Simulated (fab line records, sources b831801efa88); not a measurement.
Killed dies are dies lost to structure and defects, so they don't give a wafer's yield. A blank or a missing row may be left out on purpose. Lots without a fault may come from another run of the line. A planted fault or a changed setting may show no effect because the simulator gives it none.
Which tool did it? | flow sky130 | 14 lots, 42 wafers sampled, at 3 steps of a route of 708

WHAT THE GAUGES READ, wafer by wafer
SKY_VT_ADJUST_HVTP_CD_MEAS_07: target cd 380 nm. Usual: cd_nm 380.1 nm, standard deviation 2.6.
lot  | measured     | on        | cd_nm (nm)        | flag
L889 | day 6 04:05  | cd_sem-01 | 379.8 380.3 380.3 |
L891 | day 6 15:42  | cd_sem-02 | 374.6 377.7 378.4 |
L892 | day 6 22:41  | cd_sem-02 | 380.9 380.1 380.4 |
L893 | day 7 02:55  | cd_sem-01 | 379.0 381.8 377.8 |
L894 | day 7 17:55  | cd_sem-02 | 377.8 379.5 381.2 |
L896 | day 7 19:58  | cd_sem-01 | 383.4 384.2 383.1 |
L897 | day 8 03:34  | cd_sem-02 | 378.3 381.9 381.1 |
L898 | day 8 14:20  | cd_sem-02 | 382.8 384.1 382.4 |
L901 | day 9 06:46  | cd_sem-02 | 384.7 384.2 381.7 |
L904 | day 9 23:10  | cd_sem-01 | 377.1 379.7 377.2 |
L905 | day 10 07:29 | cd_sem-02 | 384.5 383.6 384.2 |
L906 | day 10 12:54 | cd_sem-02 | 379.7 383.8 382.3 |
L908 | day 11 04:32 | cd_sem-01 | 382.8 380.7 379.8 |
L912 | day 12 04:32 | cd_sem-02 | 382.4 381.9 381.2 |

SKY_VT_ADJUST_NCORE_OVL_MEAS_08. Usual: VT_ADJUST_NCORE_OVL 0.7 nm, standard deviation 1.7.
lot  | measured     | on         | VT_ADJUST_NCORE_OVL (nm) | flag
L889 | day 8 17:51  | overlay-01 | -0.8 -4.1 -1.4           |
L891 | day 9 05:00  | overlay-01 | 2.1 2.3 0.7              |
L892 | day 9 12:56  | overlay-01 | 4.1 3.4 2.3              |
L893 | day 9 17:11  | overlay-01 | 0.6 1.4 1.9              |
L894 | day 10 09:23 | overlay-02 | 0.8 -0.2 1.4             |
L896 | day 10 13:33 | overlay-01 | -0.6 0.3 -1.8            |
L897 | day 10 20:11 | overlay-02 | 0.2 -1.4 2.2             |
L898 | day 11 09:08 | overlay-02 | 3.1 2.6 2.5              |
L901 | day 12 03:38 | overlay-01 | -1.4 0.1 1.3             |
L904 | day 12 22:38 | overlay-01 | -1.0 -1.1 -1.0           |
L905 | day 13 05:40 | overlay-02 | -1.1 0.4 0.7             |
L906 | day 13 12:41 | overlay-01 | 0.5 -0.6 -0.2            |
L908 | day 14 07:16 | overlay-01 | -1.0 -0.2 -0.4           |
L912 | day 15 10:37 | overlay-02 | 1.8 1.5 2.4              |

SKY_SONOS_TUNNEL_CD_MEAS_07: target cd 410 nm. Usual: cd_nm 410.3 nm, standard deviation 1.9.
lot  | measured     | on        | cd_nm (nm)        | flag
L889 | day 11 12:17 | cd_sem-02 | 412.4 409.5 413.5 |
L891 | day 12 01:56 | cd_sem-02 | 409.9 409.9 407.5 |
L892 | day 12 10:07 | cd_sem-01 | 407.4 410.2 407.7 |
L893 | day 12 14:13 | cd_sem-01 | 407.9 409.1 410.2 |
L894 | day 13 08:25 | cd_sem-01 | 412.8 414.5 414.2 |
L896 | day 13 13:49 | cd_sem-01 | 408.8 407.7 410.2 |
L897 | day 13 21:22 | cd_sem-01 | 410.8 408.4 409.8 |
L898 | day 14 09:08 | cd_sem-02 | 413.0 412.4 412.0 |
L901 | day 15 09:02 | cd_sem-02 | 407.2 410.2 410.8 |
L904 | day 16 05:24 | cd_sem-01 | 407.8 408.6 410.1 |
L905 | day 16 14:46 | cd_sem-01 | 409.4 408.7 407.6 |
L906 | day 16 21:25 | cd_sem-02 | 410.1 411.9 412.5 |
L908 | day 17 19:26 | cd_sem-01 | 411.0 409.1 410.6 |
L912 | day 19 02:50 | cd_sem-02 | 409.0 407.2 408.6 |

WHICH TOOL RAN EACH LOT (tool, then ch and the chambers of the sampled wafers, then the start)
The record holds no process step before these readings.

WHAT THE TOOLS THEMSELVES READ (means of the sampled wafers that have a number; where no wafer has one, the mark that the record gives instead)
The record holds no such reading with a usual standard deviation.

THE ANSWER, worked out from the rows above alone
Rule: a lot is off if the mean of its wafers that have a number lies more than 3 standard deviations from the usual mean. A lot without any number at a reading at which 4 lots or more have one is off too. The other lots that the step has rows for count as sound. The gauges are gone through in route order, then the tools' own readings, and for those a lot's mean is taken as printed above. The first step at which some lot is off is used, and at that step the reading that is off furthest; a lot without a number counts as furthest.
No lot is off at any reading shown: from this, nothing can be told.

WHAT THE SIMULATOR HAD PUT IN
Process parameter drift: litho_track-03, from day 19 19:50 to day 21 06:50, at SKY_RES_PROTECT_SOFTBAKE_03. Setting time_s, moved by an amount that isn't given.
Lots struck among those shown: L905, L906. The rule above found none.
